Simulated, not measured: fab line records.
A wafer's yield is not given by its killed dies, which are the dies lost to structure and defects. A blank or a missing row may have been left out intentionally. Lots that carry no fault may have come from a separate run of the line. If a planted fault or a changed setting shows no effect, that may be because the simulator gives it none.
fab line records / flow gf180mcu / part 2 of 2: steps 33 to 41 of 41
record lots=5 wafers=15 last_day=32
route steps=602 shown M2@369 V2@382 M3@409
lots that met no fault: from a run of the same line without faults
start_h: the number of hours between the record's first day and the start of the first shown wafer of the lot / wait_h: hours elapsed since this lot's preceding step / " as in the row above / L1.1+2: a row that stands for several wafers / - value missing, or start not given / * or withheld: withheld / < > ~ a bound
route shown NAME@n: names a module that has steps shown in the file, with the first one's number in the route / usual: average and standard deviation across the fault-free wafers / same: alike in all rows / chamber/n: place in a boat / sites: readings site by site / _std_site: the values' standard deviation / _edge_site: inner sites' mean taken away from outer sites' mean / radius_mm: how far each site lies from the wafer's centre / mask NAME#n: copy n / behind: the tool/chamber that last shaped the wafer / hold: why the lot went on hold/how many hours it stayed there/how the hold came to an end / device: the n, p or np transistor that did not switch / end of line: tests run on the same wafers once the route is complete / for a step that has no rows: nothing shown but its recipe / killed: count of dies lost to structure and defects at first sort (not the wafer's yield) / map: dies across one wafer; x = killed, . = not, _ = none there
set.NAME: setting as actually run; set.NAME@STEP: the setting as run at that earlier step / model.NAME: the simulator's own value behind a step, which no gauge read
lots at some steps of the route; a table a step, a row a wafer
services: when a tool's chamber went out of use (start_h, in hours from the record's first day, below 0 if earlier), for how many hours, and the reason
## steps
# step GF_V2_STRIP_19
# recipe chemistry=post_etch_residue_remover time_s=1200 temp_c=72.5
# usual bath_guard_temp_C=72.6/0.53
lot.wafer=L075.2 tool=wet_bench-03 chamber=0 start_h=471.11 wait_h=0.1 bath_guard_temp_C=73.6
lot.wafer=L075.3 tool=wet_bench-03 chamber=0 start_h=471.11 wait_h=0.1 bath_guard_temp_C=73.3
lot.wafer=L075.4 tool=wet_bench-03 chamber=0 start_h=471.11 wait_h=0.1 bath_guard_temp_C=73.6
lot.wafer=L078.4 tool=wet_bench-01 chamber=2 start_h=504.08 wait_h=0.0 bath_guard_temp_C=72.2
lot.wafer=L078.5 tool=wet_bench-01 chamber=2 start_h=504.08 wait_h=0.0 bath_guard_temp_C=72.3
lot.wafer=L078.6 tool=wet_bench-01 chamber=2 start_h=504.08 wait_h=0.0 bath_guard_temp_C=72.0
lot.wafer=L083.1 tool=wet_bench-01 chamber=0 start_h=545.21 wait_h=0.1 bath_guard_temp_C=72.6
lot.wafer=L083.2 tool=wet_bench-01 chamber=0 start_h=545.21 wait_h=0.1 bath_guard_temp_C=72.6
lot.wafer=L083.4 tool=wet_bench-01 chamber=0 start_h=545.21 wait_h=0.1 bath_guard_temp_C=72.7
lot.wafer=L085.2 tool=wet_bench-01 chamber=2 start_h=565.23 wait_h=0.1 bath_guard_temp_C=72.3
lot.wafer=L085.5 tool=wet_bench-01 chamber=2 start_h=565.23 wait_h=0.1 bath_guard_temp_C=72.0
lot.wafer=L085.6 tool=wet_bench-01 chamber=2 start_h=565.23 wait_h=0.1 bath_guard_temp_C=71.7
lot.wafer=L088.1 tool=wet_bench-04 chamber=0 start_h=597.26 wait_h=0.1 bath_guard_temp_C=71.7
lot.wafer=L088.3 tool=wet_bench-04 chamber=0 start_h=597.26 wait_h=0.1 bath_guard_temp_C=71.9
lot.wafer=L088.4 tool=wet_bench-04 chamber=0 start_h=597.26 wait_h=0.1 bath_guard_temp_C=71.3
# step GF_V2_CLEAN_20
# recipe chemistry=DIW dry=n2_spin
lot.wafer=L075.2+3+4 tool=wet_bench-01 chamber=2 start_h=471.49 wait_h=0.0
lot.wafer=L078.4+5+6 tool=wet_bench-03 chamber=2 start_h=504.43 wait_h=0.0
lot.wafer=L083.1+2+4 tool=wet_bench-04 chamber=2 start_h=545.55 wait_h=0.0
lot.wafer=L085.2+5+6 tool=wet_bench-01 chamber=0 start_h=566.04 wait_h=0.0
lot.wafer=L088.1+3+4 tool=wet_bench-01 chamber=1 start_h=597.60 wait_h=0.0
# step GF_V2_SPUTTER_21
# recipe material=Ti target_thk_nm=15 chamber_pressure_pa=5 power_w=2500 substrate_temp_c=200 time_s=80.02
# usual throttle_valve_pct=30.5/1.1
lot.wafer=L075.2 tool=pvd_sputter-04 chamber=- start_h=471.58 wait_h=0.0 throttle_valve_pct=29.8
lot.wafer=L075.3 tool=pvd_sputter-04 chamber=- start_h=471.58 wait_h=0.0 throttle_valve_pct=30.7
lot.wafer=L075.4 tool=pvd_sputter-04 chamber=- start_h=471.58 wait_h=0.0 throttle_valve_pct=31.7
lot.wafer=L078.4 tool=pvd_sputter-04 chamber=- start_h=504.52 wait_h=0.0 throttle_valve_pct=28.6
lot.wafer=L078.5 tool=pvd_sputter-04 chamber=- start_h=504.52 wait_h=0.0 throttle_valve_pct=31.7
lot.wafer=L078.6 tool=pvd_sputter-04 chamber=- start_h=504.52 wait_h=0.0 throttle_valve_pct=28.6
lot.wafer=L083.1 tool=pvd_sputter-02 chamber=- start_h=545.65 wait_h=0.0 throttle_valve_pct=31.0
lot.wafer=L083.2 tool=pvd_sputter-02 chamber=- start_h=545.65 wait_h=0.0 throttle_valve_pct=30.5
lot.wafer=L083.4 tool=pvd_sputter-02 chamber=- start_h=545.65 wait_h=0.0 throttle_valve_pct=31.2
lot.wafer=L085.2 tool=pvd_sputter-04 chamber=- start_h=566.26 wait_h=0.0 throttle_valve_pct=31.6
lot.wafer=L085.5 tool=pvd_sputter-04 chamber=- start_h=566.26 wait_h=0.0 throttle_valve_pct=28.6
lot.wafer=L085.6 tool=pvd_sputter-04 chamber=- start_h=566.26 wait_h=0.0 throttle_valve_pct=30.5
lot.wafer=L088.1 tool=pvd_sputter-04 chamber=- start_h=597.70 wait_h=0.0 throttle_valve_pct=28.3
lot.wafer=L088.3 tool=pvd_sputter-04 chamber=- start_h=597.70 wait_h=0.0 throttle_valve_pct=31.6
lot.wafer=L088.4 tool=pvd_sputter-04 chamber=- start_h=597.70 wait_h=0.0 throttle_valve_pct=30.6
# step GF_V2_SPUTTER_22
# recipe material=TiN target_thk_nm=10 chamber_pressure_pa=5 power_w=4000 time_s=40
# usual throttle_valve_pct=30.5/1.1
lot.wafer=L075.2 tool=pvd_sputter-04 chamber=- start_h=471.64 wait_h=0.0 throttle_valve_pct=29.9
lot.wafer=L075.3 tool=pvd_sputter-04 chamber=- start_h=471.64 wait_h=0.0 throttle_valve_pct=30.0
lot.wafer=L075.4 tool=pvd_sputter-04 chamber=- start_h=471.64 wait_h=0.0 throttle_valve_pct=31.5
lot.wafer=L078.4 tool=pvd_sputter-04 chamber=- start_h=504.58 wait_h=0.0 throttle_valve_pct=28.5
lot.wafer=L078.5 tool=pvd_sputter-04 chamber=- start_h=504.58 wait_h=0.0 throttle_valve_pct=31.6
lot.wafer=L078.6 tool=pvd_sputter-04 chamber=- start_h=504.58 wait_h=0.0 throttle_valve_pct=28.6
lot.wafer=L083.1 tool=pvd_sputter-02 chamber=- start_h=545.77 wait_h=0.1 throttle_valve_pct=30.6
lot.wafer=L083.2 tool=pvd_sputter-02 chamber=- start_h=545.77 wait_h=0.1 throttle_valve_pct=31.1
lot.wafer=L083.4 tool=pvd_sputter-02 chamber=- start_h=545.77 wait_h=0.1 throttle_valve_pct=30.9
lot.wafer=L085.2 tool=pvd_sputter-04 chamber=- start_h=566.32 wait_h=0.0 throttle_valve_pct=31.6
lot.wafer=L085.5 tool=pvd_sputter-04 chamber=- start_h=566.32 wait_h=0.0 throttle_valve_pct=28.3
lot.wafer=L085.6 tool=pvd_sputter-04 chamber=- start_h=566.32 wait_h=0.0 throttle_valve_pct=30.4
lot.wafer=L088.1 tool=pvd_sputter-04 chamber=- start_h=597.76 wait_h=0.0 throttle_valve_pct=28.3
lot.wafer=L088.3 tool=pvd_sputter-04 chamber=- start_h=597.76 wait_h=0.0 throttle_valve_pct=31.6
lot.wafer=L088.4 tool=pvd_sputter-04 chamber=- start_h=597.76 wait_h=0.0 throttle_valve_pct=30.5
# step GF_V2_CVD_23
# recipe material=W target_thk_nm=350 time_s=104.94 temp_c=400 pressure_torr=40
# usual heater_power_w=881/110
lot.wafer=L075.2 tool=cvd_w-01 chamber=1 start_h=471.68 wait_h=0.0 heater_power_w=783
lot.wafer=L075.3 tool=cvd_w-01 chamber=0 start_h=471.68 wait_h=0.0 heater_power_w=954
lot.wafer=L075.4 tool=cvd_w-01 chamber=1 start_h=471.68 wait_h=0.0 heater_power_w=778
lot.wafer=L078.4 tool=cvd_w-02 chamber=1 start_h=504.66 wait_h=0.1 heater_power_w=993
lot.wafer=L078.5 tool=cvd_w-02 chamber=0 start_h=504.66 wait_h=0.1 heater_power_w=804
lot.wafer=L078.6 tool=cvd_w-02 chamber=1 start_h=504.66 wait_h=0.1 heater_power_w=1028
lot.wafer=L083.1 tool=cvd_w-02 chamber=1 start_h=545.85 wait_h=0.0 heater_power_w=1023
lot.wafer=L083.2 tool=cvd_w-02 chamber=0 start_h=545.85 wait_h=0.0 heater_power_w=758
lot.wafer=L083.4 tool=cvd_w-02 chamber=0 start_h=545.85 wait_h=0.0 heater_power_w=780
lot.wafer=L085.2 tool=cvd_w-02 chamber=1 start_h=566.36 wait_h=0.0 heater_power_w=991
lot.wafer=L085.5 tool=cvd_w-02 chamber=0 start_h=566.36 wait_h=0.0 heater_power_w=768
lot.wafer=L085.6 tool=cvd_w-02 chamber=1 start_h=566.36 wait_h=0.0 heater_power_w=998
lot.wafer=L088.1 tool=cvd_w-02 chamber=1 start_h=597.80 wait_h=0.0 heater_power_w=1011
lot.wafer=L088.3 tool=cvd_w-02 chamber=0 start_h=597.80 wait_h=0.0 heater_power_w=769
lot.wafer=L088.4 tool=cvd_w-02 chamber=1 start_h=597.80 wait_h=0.0 heater_power_w=976
# step GF_V2_RS_MEAS_24
# recipe thk_meas_gauge=four-point-probe reads=W_of_V2_CVD_23+TiN_of_V2_SPUTTER_22+Ti_of_V2_SPUTTER_21
# usual V2_W_RS=0.328/0.0045
lot.wafer=L075.2 tool=film_metro-01 chamber=- start_h=471.81 wait_h=0.1 V2_W_RS[ohm/sq]=0.332
lot.wafer=L075.3 tool=film_metro-01 chamber=- start_h=471.81 wait_h=0.1 V2_W_RS[ohm/sq]=0.324
lot.wafer=L075.4 tool=film_metro-01 chamber=- start_h=471.81 wait_h=0.1 V2_W_RS[ohm/sq]=0.333
lot.wafer=L078.4 tool=film_metro-02 chamber=- start_h=504.79 wait_h=0.1 V2_W_RS[ohm/sq]=0.321
lot.wafer=L078.5 tool=film_metro-02 chamber=- start_h=504.79 wait_h=0.1 V2_W_RS[ohm/sq]=0.330
lot.wafer=L078.6 tool=film_metro-02 chamber=- start_h=504.79 wait_h=0.1 V2_W_RS[ohm/sq]=0.319
lot.wafer=L083.1 tool=film_metro-03 chamber=- start_h=545.96 wait_h=0.1 V2_W_RS[ohm/sq]=0.324
lot.wafer=L083.2 tool=film_metro-03 chamber=- start_h=545.96 wait_h=0.1 V2_W_RS[ohm/sq]=0.334
lot.wafer=L083.4 tool=film_metro-03 chamber=- start_h=545.96 wait_h=0.1 V2_W_RS[ohm/sq]=0.335
lot.wafer=L085.2 tool=film_metro-03 chamber=- start_h=566.49 wait_h=0.1 V2_W_RS[ohm/sq]=0.327
lot.wafer=L085.5 tool=film_metro-03 chamber=- start_h=566.49 wait_h=0.1 V2_W_RS[ohm/sq]=0.336
lot.wafer=L085.6 tool=film_metro-03 chamber=- start_h=566.49 wait_h=0.1 V2_W_RS[ohm/sq]=0.325
lot.wafer=L088.1 tool=film_metro-03 chamber=- start_h=597.91 wait_h=0.1 V2_W_RS[ohm/sq]=0.327
lot.wafer=L088.3 tool=film_metro-03 chamber=- start_h=597.91 wait_h=0.1 V2_W_RS[ohm/sq]=0.332
lot.wafer=L088.4 tool=film_metro-03 chamber=- start_h=597.91 wait_h=0.1 V2_W_RS[ohm/sq]=0.332
# step GF_V2_THK_MEAS_25
# recipe thk_meas_gauge=xrf reads=W_of_V2_CVD_23
# usual V2_W_THK=347/5.3
lot.wafer=L075.2 tool=film_metro-01 chamber=- start_h=471.92 wait_h=0.1 V2_W_THK[nm]=344
lot.wafer=L075.3 tool=film_metro-01 chamber=- start_h=471.92 wait_h=0.1 V2_W_THK[nm]=351
lot.wafer=L075.4 tool=film_metro-01 chamber=- start_h=471.92 wait_h=0.1 V2_W_THK[nm]=340
lot.wafer=L078.4 tool=film_metro-02 chamber=- start_h=504.88 wait_h=0.1 V2_W_THK[nm]=359
lot.wafer=L078.5 tool=film_metro-02 chamber=- start_h=504.88 wait_h=0.1 V2_W_THK[nm]=348
lot.wafer=L078.6 tool=film_metro-02 chamber=- start_h=504.88 wait_h=0.1 V2_W_THK[nm]=358
lot.wafer=L083.1 tool=film_metro-03 chamber=- start_h=546.08 wait_h=0.1 V2_W_THK[nm]=352
lot.wafer=L083.2 tool=film_metro-03 chamber=- start_h=546.08 wait_h=0.1 V2_W_THK[nm]=341
lot.wafer=L083.4 tool=film_metro-03 chamber=- start_h=546.08 wait_h=0.1 V2_W_THK[nm]=341
lot.wafer=L085.2 tool=film_metro-03 chamber=- start_h=566.60 wait_h=0.1 V2_W_THK[nm]=352
lot.wafer=L085.5 tool=film_metro-03 chamber=- start_h=566.60 wait_h=0.1 V2_W_THK[nm]=341
lot.wafer=L085.6 tool=film_metro-03 chamber=- start_h=566.60 wait_h=0.1 V2_W_THK[nm]=355
lot.wafer=L088.1 tool=film_metro-03 chamber=- start_h=598.03 wait_h=0.1 V2_W_THK[nm]=349
lot.wafer=L088.3 tool=film_metro-03 chamber=- start_h=598.03 wait_h=0.1 V2_W_THK[nm]=343
lot.wafer=L088.4 tool=film_metro-03 chamber=- start_h=598.03 wait_h=0.1 V2_W_THK[nm]=343
# step GF_V2_CMP_26
# recipe stop_on=SiO2 down_force_psi=3.5 platen_rpm=60 t_overpolish_s=15 target_thk_nm=0 pad_velocity_m_s=0.94248
# usual motor_current_A=11.4/1.1 overpolish_run_s=14.999/0.0094 slurry_filter_dp_kPa=13.49/0.13 time_to_endpoint_s=82/4.8
lot.wafer=L075.2 tool=cmp-01 chamber=0 start_h=472.02 wait_h=0.1 motor_current_A=10.6 overpolish_run_s=15.008 slurry_filter_dp_kPa=13.33 time_to_endpoint_s=84
lot.wafer=L075.3 tool=cmp-01 chamber=1 start_h=472.02 wait_h=0.1 motor_current_A=11.5 overpolish_run_s=14.985 slurry_filter_dp_kPa=13.42 time_to_endpoint_s=81
lot.wafer=L075.4 tool=cmp-01 chamber=2 start_h=472.02 wait_h=0.1 motor_current_A=10.4 overpolish_run_s=14.999 slurry_filter_dp_kPa=13.54 time_to_endpoint_s=82
lot.wafer=L078.4 tool=cmp-01 chamber=0 start_h=505.06 wait_h=0.2 motor_current_A=10.4 overpolish_run_s=14.989 slurry_filter_dp_kPa=13.55 time_to_endpoint_s=92
lot.wafer=L078.6 tool=cmp-01 chamber=1 start_h=505.06 wait_h=0.2 motor_current_A=11.8 overpolish_run_s=15.007 slurry_filter_dp_kPa=13.38 time_to_endpoint_s=82
lot.wafer=L078.5 tool=cmp-01 chamber=2 start_h=505.06 wait_h=0.2 motor_current_A=10.7 overpolish_run_s=15.014 slurry_filter_dp_kPa=13.32 time_to_endpoint_s=85
lot.wafer=L083.4 tool=cmp-02 chamber=0 start_h=546.14 wait_h=0.0 motor_current_A=11.3 overpolish_run_s=14.996 slurry_filter_dp_kPa=13.40 time_to_endpoint_s=81
lot.wafer=L083.2 tool=cmp-02 chamber=1 start_h=546.14 wait_h=0.0 motor_current_A=14.0 overpolish_run_s=14.983 slurry_filter_dp_kPa=13.29 time_to_endpoint_s=71
lot.wafer=L083.1 tool=cmp-02 chamber=2 start_h=546.14 wait_h=0.0 motor_current_A=10.2 overpolish_run_s=14.995 slurry_filter_dp_kPa=13.43 time_to_endpoint_s=82
lot.wafer=L085.2 tool=cmp-02 chamber=2 start_h=566.91 wait_h=0.3 motor_current_A=10.8 overpolish_run_s=15.001 slurry_filter_dp_kPa=13.38 time_to_endpoint_s=83
lot.wafer=L085.5 tool=cmp-02 chamber=3 start_h=566.91 wait_h=0.3 motor_current_A=9.9 overpolish_run_s=14.995 slurry_filter_dp_kPa=13.40 time_to_endpoint_s=74
lot.wafer=L085.6 tool=cmp-02 chamber=0 start_h=566.91 wait_h=0.3 motor_current_A=11.0 overpolish_run_s=15.018 slurry_filter_dp_kPa=13.56 time_to_endpoint_s=84
lot.wafer=L088.4 tool=cmp-02 chamber=1 start_h=598.09 wait_h=0.0 motor_current_A=14.2 overpolish_run_s=14.996 slurry_filter_dp_kPa=13.38 time_to_endpoint_s=74
lot.wafer=L088.3 tool=cmp-02 chamber=3 start_h=598.09 wait_h=0.0 motor_current_A=10.6 overpolish_run_s=14.988 slurry_filter_dp_kPa=13.46 time_to_endpoint_s=78
lot.wafer=L088.1 tool=cmp-02 chamber=0 start_h=598.09 wait_h=0.0 motor_current_A=10.9 overpolish_run_s=15.013 slurry_filter_dp_kPa=13.64 time_to_endpoint_s=82
# step GF_M3_SPUTTER_00
# recipe material=Ti target_thk_nm=37.5 arriving_ion_energy_ev=80 substrate_temp_c=200 chamber_pressure_pa=2 power_w=4000 time_s=150
# usual throttle_valve_pct=30.4/1.2
lot.wafer=L075.2 tool=pvd_sputter-01 chamber=- start_h=472.27 wait_h=0.2 throttle_valve_pct=28.8
lot.wafer=L075.3 tool=pvd_sputter-01 chamber=- start_h=472.27 wait_h=0.2 throttle_valve_pct=30.8
lot.wafer=L075.4 tool=pvd_sputter-01 chamber=- start_h=472.27 wait_h=0.2 throttle_valve_pct=30.6
lot.wafer=L078.4 tool=pvd_sputter-03 chamber=- start_h=505.21 wait_h=0.1 throttle_valve_pct=31.7
lot.wafer=L078.5 tool=pvd_sputter-03 chamber=- start_h=505.21 wait_h=0.1 throttle_valve_pct=32.1
lot.wafer=L078.6 tool=pvd_sputter-03 chamber=- start_h=505.21 wait_h=0.1 throttle_valve_pct=30.1
lot.wafer=L083.1 tool=pvd_sputter-01 chamber=- start_h=546.44 wait_h=0.1 throttle_valve_pct=29.0
lot.wafer=L083.2 tool=pvd_sputter-01 chamber=- start_h=546.44 wait_h=0.1 throttle_valve_pct=30.5
lot.wafer=L083.4 tool=pvd_sputter-01 chamber=- start_h=546.44 wait_h=0.1 throttle_valve_pct=30.3
lot.wafer=L085.2 tool=pvd_sputter-03 chamber=- start_h=567.06 wait_h=0.1 throttle_valve_pct=30.5
lot.wafer=L085.5 tool=pvd_sputter-03 chamber=- start_h=567.06 wait_h=0.1 throttle_valve_pct=31.5
lot.wafer=L085.6 tool=pvd_sputter-03 chamber=- start_h=567.06 wait_h=0.1 throttle_valve_pct=30.6
lot.wafer=L088.1 tool=pvd_sputter-03 chamber=- start_h=598.39 wait_h=0.1 throttle_valve_pct=31.8
lot.wafer=L088.3 tool=pvd_sputter-03 chamber=- start_h=598.39 wait_h=0.1 throttle_valve_pct=30.2
lot.wafer=L088.4 tool=pvd_sputter-03 chamber=- start_h=598.39 wait_h=0.1 throttle_valve_pct=32.2
## services
tool=cmp-02 chamber=- start_h=407.93 hours=4.0 kind=pm
tool=krf_scanner-01 chamber=- start_h=418.56 hours=0.3 kind=repair
tool=cmp-02 chamber=- start_h=428.32 hours=1.0 kind=repair
tool=krf_scanner-02 chamber=- start_h=436.87 hours=2.2 kind=repair
tool=pvd_sputter-04 chamber=- start_h=437.32 hours=4.4 kind=repair
tool=cmp-01 chamber=- start_h=446.38 hours=0.2 kind=repair
tool=rie_diel-04 chamber=0 start_h=454.15 hours=3.8 kind=repair
tool=rie_diel-04 chamber=1 start_h=465.31 hours=7.5 kind=repair
tool=cmp-01 chamber=- start_h=476.59 hours=4.5 kind=repair
tool=krf_scanner-02 chamber=- start_h=481.17 hours=1.3 kind=pm
tool=hdpcvd-01 chamber=1 start_h=481.56 hours=47.0 kind=repair
tool=pecvd-04 chamber=- start_h=482.48 hours=1.8 kind=repair
tool=hdpcvd-01 chamber=2 start_h=485.08 hours=6.3 kind=repair
tool=krf_scanner-02 chamber=- start_h=496.05 hours=0.8 kind=pm
tool=cvd_w-02 chamber=0 start_h=506.87 hours=4.0 kind=repair
tool=cmp-02 chamber=- start_h=516.91 hours=0.6 kind=repair
tool=krf_scanner-01 chamber=- start_h=520.71 hours=4.4 kind=pm
tool=krf_scanner-01 chamber=- start_h=525.72 hours=1.0 kind=pm
tool=wet_bench-01 chamber=- start_h=530.66 hours=1.7 kind=repair
tool=krf_scanner-01 chamber=- start_h=531.27 hours=1.3 kind=pm
tool=krf_scanner-02 chamber=- start_h=541.14 hours=1.0 kind=pm
tool=krf_scanner-01 chamber=- start_h=568.01 hours=0.8 kind=pm
tool=krf_scanner-02 chamber=- start_h=581.95 hours=4.4 kind=pm
tool=pvd_sputter-04 chamber=- start_h=595.17 hours=2.0 kind=repair
